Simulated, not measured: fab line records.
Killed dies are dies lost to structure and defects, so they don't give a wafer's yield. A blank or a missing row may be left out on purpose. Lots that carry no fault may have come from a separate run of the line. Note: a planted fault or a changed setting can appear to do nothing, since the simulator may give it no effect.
fab line records -- flow sky130
record: lots: 11, wafers: 33, last_day: 50
route steps=708 shown NWELL@67 POLY_GATE@227
lots that met no fault: from a run of the same line without faults
start_h: hours from the record's first day to the start of the lot's first wafer shown -- wait_h: hours elapsed since this lot's preceding step -- " the same as in the row above -- L1.1+2: several wafers, shown together as one row -- - value missing, or start not given -- * or withheld: withheld -- < > ~ a bound
route shown NAME@n: NAME is a module with steps in the file, n the number in the route of the first one -- usual: average and standard deviation across the fault-free wafers -- same: alike in all rows -- chamber/n: place in a boat -- sites: per-site readings -- _std_site: the values' standard deviation -- _edge_site: the outer-site mean with the inner-site mean subtracted -- radius_mm: how far each site lies from the wafer's centre -- mask NAME#n: copy n -- behind: the last tool/chamber to shape the wafer -- hold: cause of the lot's hold/its duration in hours/its outcome -- device: the transistor (n, p or np) that didn't switch -- end of line: the tests these same wafers got at the end of their route -- a step given without rows: its recipe and nothing more -- killed: the dies lost at the first sort to structure and to defects; this is not the yield of the wafer -- map: a wafer's dies, marking killed ones x, the rest . and places with no die _
set.NAME: the setting that was run; set.NAME@STEP: the one run at that earlier step -- model.NAME: the simulator's own value behind a step, which no gauge read
steps of the route over a sample of lots; a table a step, a row a wafer
services: the hour from which a tool's chamber was out of use, counted from the record's first day as start_h (under 0 if before that day), plus the number of hours and why
== steps ==
step: SKY_NWELL_STRIP_14
recipe: chemistry: O2/N2, power_w: 1400, pressure_mtorr: 1500, platen_temp_c: withheld, o2_flow_sccm: 3000, n2_flow_sccm: 300, overash_fraction: 0.5
usual: drypump_motor_current_A: 5.7/0.56, oes_product_au: 0.722/0.0048, strip_time_to_endpoint_s: 36.93/0.096
lot.wafer,tool,chamber,start_h,wait_h,drypump_motor_current_A,oes_product_au,rf_hours_counter_h,strip_time_to_endpoint_s
L268.1,plasma_asher-04,0,100.82,0.1,6.1,0.724,31,36.95
L268.3,plasma_asher-04,0,100.82,0.1,6.1,0.715,-,36.95
L268.6,plasma_asher-04,0,100.82,0.1,6.1,0.727,-,37.03
L270.2,plasma_asher-02,1,113.62,0.1,5.1,0.726,43,36.85
L270.3,plasma_asher-02,1,113.62,0.1,5.1,0.723,-,36.86
L270.4,plasma_asher-02,0,113.62,0.1,6.1,0.729,-,36.88
L271.1,plasma_asher-04,0,121.28,0.1,6.2,0.716,34,37.02
L271.2,plasma_asher-04,1,121.28,0.1,5.1,0.724,34,37.15
L271.4,plasma_asher-04,0,121.28,0.1,6.1,0.720,-,37.05
L272.1,plasma_asher-04,1,128.94,0.1,5.2,0.718,34,36.91
L272.4,plasma_asher-04,0,128.94,0.1,6.1,0.723,-,37.01
L272.5,plasma_asher-04,0,128.94,0.1,6.1,0.728,-,36.92
L274.1,plasma_asher-04,1,135.82,0.1,5.2,0.721,35,36.85
L274.4,plasma_asher-04,1,135.82,0.1,5.2,0.722,-,36.92
L274.5,plasma_asher-04,0,135.82,0.1,6.1,0.730,-,36.86
L281.1,plasma_asher-03,0,181.17,0.1,5.2,0.728,6,37.15
L281.2,plasma_asher-03,1,181.17,0.1,6.5,0.711,6,37.17
L281.5,plasma_asher-03,0,181.17,0.1,5.2,0.722,-,37.14
L282.3,plasma_asher-04,0,182.55,0.1,6.1,0.733,-,36.90
L282.5,plasma_asher-04,0,182.55,0.1,6.1,0.722,-,36.94
L282.6,plasma_asher-04,1,182.55,0.1,5.1,0.730,-,36.88
L283.1,plasma_asher-03,0,202.72,0.1,5.2,0.720,8,36.94
L283.5,plasma_asher-03,1,202.72,0.1,6.6,0.720,-,36.83
L283.6,plasma_asher-03,0,202.72,0.1,5.2,0.720,-,36.88
L284.1,plasma_asher-02,0,203.07,0.1,6.1,0.716,52,36.94
L284.2,plasma_asher-02,1,203.07,0.1,5.1,0.726,52,36.86
L284.4,plasma_asher-02,0,203.07,0.1,6.1,0.723,-,36.94
L286.2,plasma_asher-03,0,212.03,0.1,5.2,0.722,9,36.92
L286.5,plasma_asher-03,0,212.03,0.1,5.2,0.727,-,36.84
L286.6,plasma_asher-03,1,212.03,0.1,6.6,0.732,-,36.78
L288.2,plasma_asher-04,0,218.84,0.1,6.1,0.723,43,36.96
L288.3,plasma_asher-04,1,218.84,0.1,5.2,0.720,-,36.91
L288.5,plasma_asher-04,1,218.84,0.1,5.2,0.722,-,36.82
step: SKY_POLY_GATE_CD_MEAS_13
recipe: target_cd_nm: 150
usual: cd_nm: 149.9/1.3
lot.wafer,tool,chamber,start_h,wait_h,cd_nm
L268.1,cd_sem-01,-,390.48,-,151.8
L268.3,cd_sem-01,-,390.48,-,151.9
L268.6,cd_sem-01,-,390.48,-,150.7
L270.2,cd_sem-01,-,403.90,-,148.4
L270.3,cd_sem-01,-,403.90,-,148.7
L270.4,cd_sem-01,-,403.90,-,148.6
L271.1,cd_sem-01,-,423.44,-,149.8
L271.2,cd_sem-01,-,423.44,-,148.9
L271.4,cd_sem-01,-,423.44,-,150.4
L272.1,cd_sem-01,-,434.23,-,151.0
L272.4,cd_sem-01,-,434.23,-,149.5
L272.5,cd_sem-01,-,434.23,-,150.8
L274.1,cd_sem-02,-,446.68,-,148.9
L274.4,cd_sem-02,-,446.68,-,148.9
L274.5,cd_sem-02,-,446.68,-,148.8
L281.1,cd_sem-01,-,511.56,-,148.6
L281.2,cd_sem-01,-,511.56,-,148.1
L281.5,cd_sem-01,-,511.56,-,148.8
L282.3,cd_sem-01,-,514.17,-,150.2
L282.5,cd_sem-01,-,514.17,-,149.9
L282.6,cd_sem-01,-,514.17,-,149.3
L283.1,cd_sem-01,-,541.08,-,151.4
L283.5,cd_sem-01,-,541.08,-,150.4
L283.6,cd_sem-01,-,541.08,-,150.6
L284.1,cd_sem-02,-,543.10,-,148.6
L284.2,cd_sem-02,-,543.10,-,148.7
L284.4,cd_sem-02,-,543.10,-,147.3
L286.2,cd_sem-01,-,551.50,-,151.1
L286.5,cd_sem-01,-,551.50,-,148.7
L286.6,cd_sem-01,-,551.50,-,150.2
L288.2,cd_sem-02,-,566.56,-,148.6
L288.3,cd_sem-02,-,566.56,-,149.0
L288.5,cd_sem-02,-,566.56,-,148.6
step: SKY_POLY_GATE_STRIP_18
recipe: chemistry: O2/N2, power_w: 1400, pressure_mtorr: 1500, platen_temp_c: withheld, o2_flow_sccm: 3000, n2_flow_sccm: 300, overash_fraction: 0.5
usual: drypump_motor_current_A: 5.7/0.56, oes_product_au: 0.361/0.0048, strip_time_to_endpoint_s: 3.18/0.033
lot.wafer,tool,chamber,start_h,wait_h,drypump_motor_current_A,oes_product_au,rf_hours_counter_h,strip_time_to_endpoint_s
L268.1,plasma_asher-03,0,390.87,0.0,5.2,0.361,24,3.22
L268.3,plasma_asher-03,0,390.87,0.0,5.2,0.360,-,3.18
L268.6,plasma_asher-03,1,390.87,0.0,6.6,0.362,-,3.21
L270.2,plasma_asher-02,1,404.27,0.0,5.1,0.350,72,3.21
L270.3,plasma_asher-02,1,404.27,0.0,5.1,0.360,-,3.18
L270.4,plasma_asher-02,0,404.27,0.0,6.0,0.360,-,3.16
L271.1,plasma_asher-03,0,423.83,0.0,5.2,0.356,27,3.18
L271.2,plasma_asher-03,1,423.83,0.0,6.5,0.361,27,3.23
L271.4,plasma_asher-03,0,423.83,0.0,5.2,0.357,-,3.18
L272.1,plasma_asher-02,1,434.62,0.0,5.1,0.359,0,3.20
L272.4,plasma_asher-02,0,434.62,0.0,6.1,0.354,-,3.15
L272.5,plasma_asher-02,1,434.62,0.0,5.1,0.368,-,3.16
L274.1,plasma_asher-02,0,447.07,0.0,6.0,0.354,1,3.18
L274.4,plasma_asher-02,0,447.07,0.0,6.0,0.367,-,3.24
L274.5,plasma_asher-02,1,447.07,0.0,5.1,0.364,-,3.21
L281.1,plasma_asher-02,0,511.95,0.0,6.0,0.356,8,3.20
L281.2,plasma_asher-02,1,511.95,0.0,5.1,0.362,8,3.17
L281.5,plasma_asher-02,0,511.95,0.0,6.1,0.354,-,3.13
L282.3,plasma_asher-01,1,514.55,0.1,6.6,0.354,-,3.16
L282.5,plasma_asher-01,1,514.55,0.1,6.6,0.357,-,3.16
L282.6,plasma_asher-01,0,514.55,0.1,5.3,0.349,-,3.18
L283.1,plasma_asher-02,0,541.47,0.0,6.1,0.355,11,3.20
L283.5,plasma_asher-02,0,541.47,0.0,6.1,0.358,-,3.19
L283.6,plasma_asher-02,1,541.47,0.0,5.1,0.367,-,3.23
L284.1,plasma_asher-01,1,543.49,0.0,6.5,0.356,84,3.20
L284.2,plasma_asher-01,0,543.49,0.0,5.3,0.363,84,3.16
L284.4,plasma_asher-01,1,543.49,0.0,6.6,0.358,-,3.14
L286.2,plasma_asher-01,1,551.87,0.0,6.6,0.366,85,3.22
L286.5,plasma_asher-01,0,551.87,0.0,5.3,0.361,-,3.21
L286.6,plasma_asher-01,1,551.87,0.0,6.5,0.361,-,3.18
L288.2,plasma_asher-03,1,566.93,0.0,6.5,0.362,42,3.20
L288.3,plasma_asher-03,1,566.93,0.0,6.6,0.366,-,3.22
L288.5,plasma_asher-03,1,566.93,0.0,6.5,0.361,-,3.19
step: SKY_POLY_GATE_OXIDATION_20
recipe: temp_c: 850, ambient: O2, stabilise_s: 600, purge_s: 300, target_thk_a: 40, ox_time_s: 899
usual: spike_tc_centre_C: 850.7/1.2, spike_tc_lower_C: 850.5/1.1, spike_tc_top_C: 862.1/1.6, spike_tc_upper_C: 850.4/1.1, tube_center_temp_C: 850/0.07, tube_center_temp_C_max: 852.2/0.34
same: ox_time_s: 899
lot.wafer,tool,chamber,start_h,wait_h,spike_tc_centre_C,spike_tc_lower_C,spike_tc_top_C,spike_tc_upper_C,tube_center_temp_C,tube_center_temp_C_max
L268.1,furnace-01,0,393.09,2.1,853.1,850.6,863.4,851.9,850.08,852.5
L268.3,furnace-01,0,393.09,2.1,850.0,848.2,862.4,849.7,849.91,851.7
L268.6,furnace-01,0,393.09,2.1,851.7,850.3,863.4,851.2,849.99,852.3
L270.2,furnace-02,0,404.83,0.4,851.2,852.4,860.7,850.4,850.13,852.4
L270.3,furnace-02,0,404.83,0.4,849.9,849.3,861.0,849.6,850.08,852.9
L270.4,furnace-02,0,404.83,0.4,850.2,850.6,860.1,850.5,849.98,852.1
L271.1,furnace-01,0,426.75,2.8,849.2,849.8,863.3,848.3,849.99,851.9
L271.2,furnace-01,0,426.75,2.8,852.0,849.8,863.0,849.9,850.02,851.8
L271.4,furnace-01,0,426.75,2.8,850.1,850.9,864.3,851.6,850.05,852.0
L272.1,furnace-01,0,434.77,0.0,850.9,849.3,863.5,849.1,849.99,852.3
L272.4,furnace-01,0,434.77,0.0,848.0,850.9,863.8,851.9,850,852.4
L272.5,furnace-01,0,434.77,0.0,850.4,851.8,863.1,850.0,849.96,851.5
L274.1,furnace-02,0,447.22,0.0,850.3,852.3,860.3,849.9,850.04,852.0
L274.4,furnace-02,0,447.22,0.0,849.5,849.7,860.0,850.5,849.98,852.7
L274.5,furnace-02,0,447.22,0.0,852.1,852.6,861.0,851.5,850.05,851.9
L281.1,furnace-01,0,512.10,0.0,864.4,862.1,876.5,862.5,861.86,864.0
L281.2,furnace-01,0,512.10,0.0,862.5,863.1,874.7,863.5,861.88,863.6
L281.5,furnace-01,0,512.10,0.0,861.8,862.2,874.0,861.6,861.88,863.6
L282.3,furnace-01,0,514.67,0.0,863.3,862.1,875.4,861.6,862.01,864.8
L282.5,furnace-01,0,514.67,0.0,864.9,862.1,875.1,860.8,861.85,863.9
L282.6,furnace-01,0,514.67,0.0,864.0,861.5,875.6,861.8,861.86,863.5
L283.1,furnace-01,0,541.62,0.0,862.5,860.3,875.0,859.2,861.92,864.0
L283.5,furnace-01,0,541.62,0.0,863.2,862.1,875.1,861.8,861.75,863.7
L283.6,furnace-01,0,541.62,0.0,864.6,861.3,876.0,860.8,861.87,864.0
L284.1,furnace-02,0,544.34,0.7,850.5,851.9,861.3,849.0,849.92,852.4
L284.2,furnace-02,0,544.34,0.7,851.4,850.3,859.7,848.0,850.07,852.4
L284.4,furnace-02,0,544.34,0.7,849.0,849.4,860.7,851.0,849.91,852.0
L286.2,furnace-02,0,552.02,0.0,851.7,850.0,861.1,851.5,849.93,852.8
L286.5,furnace-02,0,552.02,0.0,848.0,850.5,860.9,850.8,849.94,852.2
L286.6,furnace-02,0,552.02,0.0,849.8,850.2,859.9,849.9,849.92,851.6
L288.2,furnace-02,0,569.07,2.0,848.9,851.0,860.7,851.8,849.93,851.6
L288.3,furnace-02,0,569.07,2.0,848.8,851.7,860.6,852.2,850,852.3
L288.5,furnace-02,0,569.07,2.0,850.4,850.9,857.6,851.7,850.04,852.5
step: SKY_POLY_GATE_THK_MEAS_21
recipe: reads: SiO2_of_POLY_GATE_OXIDATION_20
usual: POLY_GATE_OXIDATION_THK: 3.97/0.077
lot.wafer,tool,chamber,start_h,wait_h,POLY_GATE_OXIDATION_THK[nm]
L268.1,film_metro-02,-,394.34,0.0,4.06
L268.3,film_metro-02,-,394.34,0.0,4.00
L268.6,film_metro-02,-,394.34,0.0,4.06
L270.2,film_metro-04,-,406.09,0.0,4.04
L270.3,film_metro-04,-,406.09,0.0,4.06
L270.4,film_metro-04,-,406.09,0.0,3.95
L271.1,film_metro-04,-,428.00,0.0,4.02
L271.2,film_metro-04,-,428.00,0.0,4.04
L271.4,film_metro-04,-,428.00,0.0,4.02
L272.1,film_metro-03,-,436.02,0.0,3.89
L272.4,film_metro-03,-,436.02,0.0,3.84
L272.5,film_metro-03,-,436.02,0.0,3.87
L274.1,film_metro-03,-,448.47,0.0,4.04
L274.4,film_metro-03,-,448.47,0.0,4.02
L274.5,film_metro-03,-,448.47,0.0,3.89
L281.1,film_metro-04,-,513.35,0.0,4.66
L281.2,film_metro-04,-,513.35,0.0,4.63
L281.5,film_metro-04,-,513.35,0.0,4.58
L282.3,film_metro-04,-,515.94,0.0,4.52
L282.5,film_metro-04,-,515.94,0.0,4.51
L282.6,film_metro-04,-,515.94,0.0,4.53
L283.1,film_metro-02,-,542.87,0.0,4.60
L283.5,film_metro-02,-,542.87,0.0,4.54
L283.6,film_metro-02,-,542.87,0.0,4.67
L284.1,film_metro-02,-,545.58,0.0,4.02
L284.2,film_metro-02,-,545.58,0.0,4.05
L284.4,film_metro-02,-,545.58,0.0,4.08
L286.2,film_metro-04,-,553.28,0.0,3.93
L286.5,film_metro-04,-,553.28,0.0,3.96
L286.6,film_metro-04,-,553.28,0.0,4.02
L288.2,film_metro-04,-,570.33,0.0,3.97
L288.3,film_metro-04,-,570.33,0.0,3.87
L288.5,film_metro-04,-,570.33,0.0,3.80
== services ==
tool,chamber,start_h,hours,kind
furnace-02,-,85.72,3.9,pm
plasma_asher-03,-,89.89,2.8,pm
plasma_asher-03,-,108.75,9.0,pm
furnace-01,-,126.63,13.4,pm
plasma_asher-03,-,155.63,0.4,repair
plasma_asher-04,-,186.13,0.6,repair
plasma_asher-03,-,187.49,3.5,repair
plasma_asher-03,-,189.19,2.4,repair
plasma_asher-04,-,192.27,1.3,repair
plasma_asher-04,-,197.83,4.3,repair
furnace-01,-,217.81,5.1,repair
furnace-01,-,231.30,2.9,pm
furnace-02,-,252.87,3.0,pm
furnace-02,-,276.74,2.7,repair
plasma_asher-03,-,293.51,14.6,pm
plasma_asher-02,-,305.05,2.2,repair
furnace-01,-,318.80,2.4,pm
plasma_asher-03,-,321.84,15.6,pm
furnace-02,-,382.06,1.8,pm
furnace-01,-,399.95,3.3,pm
plasma_asher-02,-,421.31,9.0,pm
plasma_asher-02,-,464.99,0.5,repair
plasma_asher-04,-,512.30,10.2,repair
furnace-01,-,566.52,2.9,pm
== key ==
first_sign: step: SKY_POLY_GATE_OXIDATION_20, reading: tube_center_temp_C, direction: up, sigmas: 99+, usual: *, struck: *
effect: step: SKY_POLY_GATE_OXIDATION_20, reading: tube_center_temp_C_max, direction: up, sigmas: 35, usual: *, struck: *
effect: step: SKY_POLY_GATE_THK_MEAS_21, reading: POLY_GATE_OXIDATION_THK, direction: up, sigmas: 7.9, usual: 3.97, struck: 4.58
met_at SKY_POLY_GATE_OXIDATION_20
struck_lots L281,L282,L283
tester_left_out L281,L282,L283
not_acting_at SKY_NWELL_STRIP_14,SKY_POLY_GATE_CD_MEAS_13,SKY_POLY_GATE_STRIP_18
onset_between 434.77 512.10
fault: kind: process_parameter_drift, tool: furnace-01, chamber: -, onset_h: 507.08, steps: SKY_POLY_GATE_OXIDATION_20, channel: temp_c, offset: *, shape: step, end_h: 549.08, acts_in: *, stated: *
tester_left_out: of these lots the tester's yield and bins aren't shown, on N5 and GAA mostly nor the transistor test; their killed dies are dies lost to structure and defects alone, not to doping, threshold or leakage, so they don't give the yield
